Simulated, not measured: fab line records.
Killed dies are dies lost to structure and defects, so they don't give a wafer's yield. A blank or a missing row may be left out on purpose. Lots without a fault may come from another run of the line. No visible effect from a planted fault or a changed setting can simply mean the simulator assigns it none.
Which of the tools did it? :: flow sky130 :: 10 lots with 30 wafers sampled at 6 steps, on a route of 708 steps

## WHAT EACH GAUGE READ, for each wafer
SKY_CONTACT_BOW_MEAS_05.
lot: L925
measured: day 30 19:37
on: film metro-04
CONTACT_BOW (um): 88 80 94

lot: L926
measured: day 30 22:50
on: film metro-04
CONTACT_BOW (um): 80 90 73

lot: L927
measured: day 31 13:02
on: film metro-03
CONTACT_BOW (um): 98 79 84

lot: L929
measured: day 32 03:22
on: film metro-03
CONTACT_BOW (um): 90 85 83

lot: L931
measured: day 32 19:19
on: film metro-01
CONTACT_BOW (um): 83 89 84

lot: L937
measured: day 35 00:34
on: film metro-03
CONTACT_BOW (um): 78 82 77

lot: L939
measured: day 35 12:29
on: film metro-01
CONTACT_BOW (um): 77 83 85

lot: L942
measured: day 36 08:29
on: film metro-03
CONTACT_BOW (um): 89 78 83

lot: L944
measured: day 36 23:53
on: film metro-03
CONTACT_BOW (um): 77 82 70

lot: L946
measured: day 38 00:14
on: film metro-04
CONTACT_BOW (um): 83 81 71

SKY_VIA3_RS_MEAS_22: measurement is done with a four-point probe.
lot: L925
measured: day 40 01:11
on: film metro-01
VIA3_W_RS (ohm/sq): 0.2900 0.2935 0.2913

lot: L926
measured: day 40 04:41
on: film metro-01
VIA3_W_RS (ohm/sq): 0.2917 0.2878 0.2858

lot: L927
measured: day 40 15:01
on: film metro-01
VIA3_W_RS (ohm/sq): 0.2930 0.2943 0.2947

lot: L929
measured: day 41 05:52
on: film metro-02
VIA3_W_RS (ohm/sq): 0.2914 0.2869 0.2905

lot: L931
measured: day 41 19:22
on: film metro-01
VIA3_W_RS (ohm/sq): 0.2912 0.2928 0.2923

lot: L937
measured: day 43 16:37
on: film metro-01
VIA3_W_RS (ohm/sq): 0.5511 0.2910 0.2916

lot: L939
measured: day 44 05:38
on: film metro-04
VIA3_W_RS (ohm/sq): 0.2921 0.2921 0.2947

lot: L942
measured: day 44 21:18
on: film metro-04
VIA3_W_RS (ohm/sq): 0.2911 0.2922 0.2920

lot: L944
measured: day 45 11:26
on: film metro-04
VIA3_W_RS (ohm/sq): 0.2967 0.2979 0.2942

lot: L946
measured: day 46 07:28
on: film metro-04
VIA3_W_RS (ohm/sq): 0.2936 0.2924 0.2954

SKY_VIA3_THK_MEAS_23: measures by xrf.
lot: L925
measured: day 40 01:18
on: film metro-01
VIA3_W_THK (nm): 394 388 389

lot: L926
measured: day 40 04:47
on: film metro-01
VIA3_W_THK (nm): 389 396 398

lot: L927
measured: day 40 15:07
on: film metro-01
VIA3_W_THK (nm): 389 384 384

lot: L929
measured: day 41 05:58
on: film metro-02
VIA3_W_THK (nm): 386 393 388

lot: L931
measured: day 41 19:29
on: film metro-01
VIA3_W_THK (nm): 392 389 387

lot: L937
measured: day 43 16:43
on: film metro-01
VIA3_W_THK (nm): 207 389 388

lot: L939
measured: day 44 05:45
on: film metro-04
VIA3_W_THK (nm): 388 391 388

lot: L942
measured: day 44 21:25
on: film metro-04
VIA3_W_THK (nm): 391 390 392

lot: L944
measured: day 45 11:32
on: film metro-04
VIA3_W_THK (nm): 384 382 386

lot: L946
measured: day 46 07:35
on: film metro-04
VIA3_W_THK (nm): 385 383 381

## WHAT TOOL EACH LOT RAN ON (gives the tool, then ch and the chambers of the sampled wafers, and finally the start)
lot: L925
SKY_METAL3_DESCUM_15: rie metal-02 ch 0,1, day 38 21:53
SKY_VIA3_ETCH_15: rie diel-01 ch 0,1,2, day 40 00:20
SKY_VIA3_CVD_21: cvd w-02 ch 0,1, day 40 01:03

lot: L926
SKY_METAL3_DESCUM_15: rie metal-01 ch 0,1, day 39 01:02
SKY_VIA3_ETCH_15: rie diel-03 ch 0,1,3, day 40 03:49
SKY_VIA3_CVD_21: cvd w-02 ch 0,1, day 40 04:34

lot: L927
SKY_METAL3_DESCUM_15: rie metal-04 ch 0,1, day 39 12:24
SKY_VIA3_ETCH_15: rie diel-03 ch 0,2,3, day 40 13:35
SKY_VIA3_CVD_21: cvd w-01 ch 0,1, day 40 14:53

lot: L929
SKY_METAL3_DESCUM_15: rie metal-01 ch 0,1, day 40 02:35
SKY_VIA3_ETCH_15: rie diel-03 ch 0,1, day 41 05:01
SKY_VIA3_CVD_21: cvd w-02 ch 0,1, day 41 05:43

lot: L931
SKY_METAL3_DESCUM_15: rie metal-02 ch 0,1, day 40 17:08
SKY_VIA3_ETCH_15: rie diel-02 ch 0,1, day 41 18:31
SKY_VIA3_CVD_21: cvd w-02 ch 0,1, day 41 19:14

lot: L937
SKY_METAL3_DESCUM_15: rie metal-04 ch 0,1, day 42 14:44
SKY_VIA3_ETCH_15: rie diel-01 ch 1,2, day 43 15:46
SKY_VIA3_CVD_21: cvd w-02 ch 0,1, day 43 16:28

lot: L939
SKY_METAL3_DESCUM_15: rie metal-04 ch 0,1, day 43 04:38
SKY_VIA3_ETCH_15: rie diel-03 ch 0,3, day 44 04:47
SKY_VIA3_CVD_21: cvd w-01 ch 0,1, day 44 05:31

lot: L942
SKY_METAL3_DESCUM_15: rie metal-01 ch 0,1, day 43 20:34
SKY_VIA3_ETCH_15: rie diel-02 ch 0,3, day 44 20:28
SKY_VIA3_CVD_21: cvd w-01 ch 0,1, day 44 21:10

lot: L944
SKY_METAL3_DESCUM_15: rie metal-04 ch 0,1, day 44 10:52
SKY_VIA3_ETCH_15: rie diel-03 ch 1,3, day 45 10:34
SKY_VIA3_CVD_21: cvd w-01 ch 0,1, day 45 11:17

lot: L946
SKY_METAL3_DESCUM_15: rie metal-04 ch 0,1, day 45 08:13
SKY_VIA3_ETCH_15: rie diel-01 ch 0,1,2, day 46 06:38
SKY_VIA3_CVD_21: cvd w-01 ch 0,1, day 46 07:21
- SKY_METAL3_DESCUM_15: chemistry O2, time 8 s.
- SKY_VIA3_ETCH_15: etches SiO2 in C4F8/O2/Ar, stops on TiN, target depth 507 nm, time 78 s.
- SKY_VIA3_CVD_21: deposits W, target thk 390 nm, time 117.31 s.

## WHAT THE TOOLS THEMSELVES READ (means of the sampled wafers that have a number; where no wafer has one, the mark that the record gives instead)
SKY_METAL3_DESCUM_15.
lot: L925
tool: rie metal-02
drypump motor current A (A): 5.45
oes product au (a.u.): 1.001

lot: L926
tool: rie metal-01
drypump motor current A (A): 5.66
oes product au (a.u.): 1.012

lot: L927
tool: rie metal-04
drypump motor current A (A): 5.66
oes product au (a.u.): 1.010

lot: L929
tool: rie metal-01
drypump motor current A (A): 5.65
oes product au (a.u.): 1.002

lot: L931
tool: rie metal-02
drypump motor current A (A): 5.45
oes product au (a.u.): 1.000

lot: L937
tool: rie metal-04
drypump motor current A (A): 5.44
oes product au (a.u.): 1.000

lot: L939
tool: rie metal-04
drypump motor current A (A): 5.43
oes product au (a.u.): 1.008

lot: L942
tool: rie metal-01
drypump motor current A (A): 5.66
oes product au (a.u.): 1.008

lot: L944
tool: rie metal-04
drypump motor current A (A): 5.63
oes product au (a.u.): 1.003

lot: L946
tool: rie metal-04
drypump motor current A (A): 5.44
oes product au (a.u.): 0.995

SKY_VIA3_ETCH_15.
lot: L925
tool: rie diel-01
oes product au (a.u.): 0.949

lot: L926
tool: rie diel-03
oes product au (a.u.): 0.945

lot: L927
tool: rie diel-03
oes product au (a.u.): 0.949

lot: L929
tool: rie diel-03
oes product au (a.u.): 0.945

lot: L931
tool: rie diel-02
oes product au (a.u.): 0.943

lot: L937
tool: rie diel-01
oes product au (a.u.): 0.947

lot: L939
tool: rie diel-03
oes product au (a.u.): 0.945

lot: L942
tool: rie diel-02
oes product au (a.u.): 0.944

lot: L944
tool: rie diel-03
oes product au (a.u.): 0.942

lot: L946
tool: rie diel-01
oes product au (a.u.): 0.950

SKY_VIA3_CVD_21.
lot: L925
tool: cvd w-02
heater power w (W): 951

lot: L926
tool: cvd w-02
heater power w (W): 965

lot: L927
tool: cvd w-01
heater power w (W): 800

lot: L929
tool: cvd w-02
heater power w (W): 969

lot: L931
tool: cvd w-02
heater power w (W): 961

lot: L937
tool: cvd w-02
heater power w (W): 959

lot: L939
tool: cvd w-01
heater power w (W): 801

lot: L942
tool: cvd w-01
heater power w (W): 807

lot: L944
tool: cvd w-01
heater power w (W): 805

lot: L946
tool: cvd w-01
heater power w (W): 800

## THE ANSWER, worked out from the rows above alone
Rule: the lots themselves supply what counts as usual. The widest of any qualifying gaps counts: lots, ordered by their means at a reading, are off when they make up no more than a third of the lots, leave a main group of 4 or more, and stand apart from it by 3 or more times the standard deviation of that group's means. A main group is skipped when, at the precision printed for the reading in the tables above, its means are all equal. Also off: a lot with no number at a reading for which 4 or more lots have one. All remaining lots with rows at the step are treated as sound. After the gauges, taken in route order, come the tools' own readings; for these a lot's mean is taken, as printed above. The first step at which some lot is off is used, and at that step the reading that is off furthest; a lot without a number counts as furthest.
Off: L937, at SKY_VIA3_RS_MEAS_22 (VIA3_W_RS). The main group has a mean of 0.2923 ohm/sq with a standard deviation of 0.0022.
If a tool, at a process step before that reading, ran all the lots that are off and no sound lot after the first of them, it fits. Gauges at SKY_VIA3_RS_MEAS_22: tried the same way as those tools. 2 tools fit, cvd w-02 at SKY_VIA3_CVD_21 and film metro-01 at SKY_VIA3_RS_MEAS_22, so this cannot tell which one it is.

## WHAT THE SIMULATOR HAD PUT IN
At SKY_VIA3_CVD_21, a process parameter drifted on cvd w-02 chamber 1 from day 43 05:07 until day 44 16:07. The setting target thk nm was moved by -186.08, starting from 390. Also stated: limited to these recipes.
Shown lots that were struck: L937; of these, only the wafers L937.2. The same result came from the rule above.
